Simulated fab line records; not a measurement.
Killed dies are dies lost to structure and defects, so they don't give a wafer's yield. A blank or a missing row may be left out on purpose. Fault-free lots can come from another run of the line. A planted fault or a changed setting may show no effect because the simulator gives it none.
Which tool is to blame? | flow sky130 | 13 lots, 39 wafers sampled, at 5 steps of a route of 708

WHAT EACH GAUGE READ, for each wafer
SKY_SONOS_TUNNEL_OVL_MEAS_08. Usual: SONOS_TUNNEL_OVL typically reads 0.0 nm, with standard deviation 1.5.
lot  | measured     | on         | SONOS_TUNNEL_OVL (nm) | flag
L274 | day 11 03:13 | overlay-01 | 0.6 0.7 0.7           | 
L275 | day 11 10:17 | overlay-02 | -0.5 1.0 -1.3         | 
L276 | day 11 20:04 | overlay-02 | -0.6 -0.2 -1.0        | 
L278 | day 13 04:19 | overlay-01 | 3.8 0.8 3.9           | 
L279 | day 13 07:41 | overlay-01 | 0.7 1.2 -0.5          | 
L283 | day 14 09:44 | overlay-02 | -1.9 -0.1 -2.2        | 
L287 | day 15 13:13 | overlay-01 | 0.6 -0.5 0.0          | 
L289 | day 16 04:50 | overlay-01 | 2.5 2.3 2.1           | 
L290 | day 16 08:11 | overlay-02 | -1.6 -0.6 -1.7        | 
L292 | day 17 01:28 | overlay-01 | -0.9 -0.2 -0.4        | 
L295 | day 18 19:55 | overlay-02 | -0.3 1.0 0.9          | 
L296 | day 18 22:25 | overlay-02 | -0.5 -1.9 -1.1        | 
L297 | day 18 22:49 | overlay-01 | 2.0 1.7 -0.4          | 

SKY_SONOS_ONO_CD_MEAS_13: target cd 410 nm. Usual: 410.6 nm for cdNm, sd 2.8.
lot  | measured     | on       | cdNm (nm)         | flag
L274 | day 12 08:11 | cdSem-02 | 404.8 407.6 405.9 | 
L275 | day 12 16:53 | cdSem-02 | 408.5 409.7 409.5 | 
L276 | day 13 03:49 | cdSem-01 | 411.5 410.6 409.6 | 
L278 | day 14 11:28 | cdSem-02 | 411.5 413.0 413.6 | 
L279 | day 14 17:55 | cdSem-01 | 409.1 408.6 405.6 | 
L283 | day 15 19:49 | cdSem-01 | 412.0 413.1 412.5 | 
L287 | day 16 23:07 | cdSem-01 | 413.8 413.3 412.5 | 
L289 | day 17 15:50 | cdSem-01 | 413.7 415.4 416.3 | 
L290 | day 17 18:00 | cdSem-01 | 410.1 407.5 408.8 | 
L292 | day 18 13:34 | cdSem-02 | 410.1 409.3 409.0 | 
L295 | day 20 10:34 | cdSem-01 | 411.2 410.7 412.9 | 
L296 | day 20 14:52 | cdSem-01 | 414.3 415.6 413.9 | 
L297 | day 20 15:22 | cdSem-01 | 413.5 413.5 414.9 | 

SKY_LDD_P_TW_MEAS_11. Usual: LDD_P_TW typically reads 639, with standard deviation 6.4.
lot  | measured     | on           | LDD_P_TW                | flag
L274 | day 18 12:44 | filmMetro-03 | 630 629 632             | 
L275 | day 18 23:59 | filmMetro-02 | 632 634 635             | 
L276 | day 19 12:29 | filmMetro-02 | 633 636 632             | 
L278 | day 21 04:05 | filmMetro-02 | 635 632 633             | 
L279 | day 21 12:10 | filmMetro-03 | 640 641 634             | 
L283 | day 22 13:59 | filmMetro-01 | 649 649 654             | 
L287 | day 23 18:27 | filmMetro-03 | 638 639 637             | 
L289 | day 24 12:11 | filmMetro-03 | 636 635 639             | 
L290 | day 24 14:43 | filmMetro-01 | 805 801 807 805 805 803 | OFF
L292 | day 25 07:47 | filmMetro-03 | 791 794 790 793 792 795 | OFF
L295 | day 27 01:45 | filmMetro-02 | 632 628 635             | 
L296 | day 27 07:50 | filmMetro-02 | 635 633 634             | 
L297 | day 27 08:16 | filmMetro-01 | 648 648 649             | 

SKY_LDD_HVN_TW_MEAS_10. Usual: LDD_HVN_TW typically reads 1449, with standard deviation 18.
lot  | measured     | on           | LDD_HVN_TW     | flag
L274 | day 19 18:50 | filmMetro-01 | 1468 1457 1454 | 
L275 | day 20 06:44 | filmMetro-04 | 1441 1434 1428 | 
L276 | day 20 19:26 | filmMetro-04 | 1425 1439 1435 | 
L278 | day 22 10:32 | filmMetro-01 | 1466 1473 1476 | 
L279 | day 22 18:23 | filmMetro-01 | 1479 1463 1470 | 
L283 | day 23 20:23 | filmMetro-01 | 1470 1471 1476 | 
L287 | day 24 23:49 | filmMetro-04 | 1416 1422 1423 | 
L289 | day 25 17:44 | filmMetro-04 | 1430 1433 1432 | 
L290 | day 25 20:02 | filmMetro-01 | 1470 1463 1457 | 
L292 | day 26 12:20 | filmMetro-01 | 1463 1465 1453 | 
L295 | day 28 06:07 | filmMetro-01 | 1463 1460 1467 | 
L296 | day 28 12:02 | filmMetro-02 | 1421 1428 1429 | 
L297 | day 28 12:47 | filmMetro-04 | 1438 1434 1438 | 

EACH LOT AND THE TOOL THAT RAN IT (in order: tool; ch and the chambers of the sampled wafers; start)
lot  | SKY_LDD_P_IMPLANT_09
L274 | implanter-04 ch 0, day 18 12:30
L275 | implanter-04 ch 0, day 18 23:45
L276 | implanter-02 ch 0, day 19 12:14
L278 | implanter-02 ch 0, day 21 03:50
L279 | implanter-02 ch 0, day 21 11:55
L283 | implanter-04 ch 0, day 22 13:44
L287 | implanter-04 ch 0, day 23 18:12
L289 | implanter-01 ch 0, day 24 11:56
L290 | implanter-01 ch 0, day 24 13:53
L292 | implanter-01 ch 0, day 25 07:15
L295 | implanter-04 ch 0, day 27 01:30
L296 | implanter-01 ch 0, day 27 07:36
L297 | implanter-02 ch 0, day 27 08:01
- SKY_LDD_P_IMPLANT_09

AS READ BY THE TOOLS THEMSELVES (means over the sampled wafers that have a number; for cases with no such wafer, the mark the record gives instead)
SKY_LDD_P_IMPLANT_09. Usual: 56.4 for faradayCurrentUA, sd 1.1.
lot  | tool         | faradayCurrentUA | flag
L274 | implanter-04 | 54.8             | 
L275 | implanter-04 | 56.7             | 
L276 | implanter-02 | 56.6             | 
L278 | implanter-02 | 56.1             | 
L279 | implanter-02 | 56.8             | 
L283 | implanter-04 | 56.5             | 
L287 | implanter-04 | 57.7             | 
L289 | implanter-01 | 57.4             | 
L290 | implanter-01 | 55.6             | 
L292 | implanter-01 | 55.3             | 
L295 | implanter-04 | 57.1             | 
L296 | implanter-01 | 56.7             | 
L297 | implanter-02 | 57.9             | 

THE ANSWER, worked out from the rows above alone
Rule: a lot counts as off when the mean over its wafers that have a number is more than 3 standard deviations away from the usual mean. A lot without any number at a reading at which 4 lots or more have one is off too. Where the step has rows for the other lots, those lots are counted as sound. First the gauges in route order, then the tools' own readings, where a lot's mean is used as printed above. The first step at which some lot is off is used, and at that step the reading that is off furthest; a lot without a number counts as furthest.
Off: at SKY_LDD_P_TW_MEAS_11 (LDD_P_TW), L290, L292.
If a tool, at a process step before that reading, ran all the lots that are off and no sound lot after the first of them, it fits. The gauges at SKY_LDD_P_TW_MEAS_11 are tried like those tools. Not one of the candidates tried fits.

WHAT THE SIMULATOR HAD INSERTED
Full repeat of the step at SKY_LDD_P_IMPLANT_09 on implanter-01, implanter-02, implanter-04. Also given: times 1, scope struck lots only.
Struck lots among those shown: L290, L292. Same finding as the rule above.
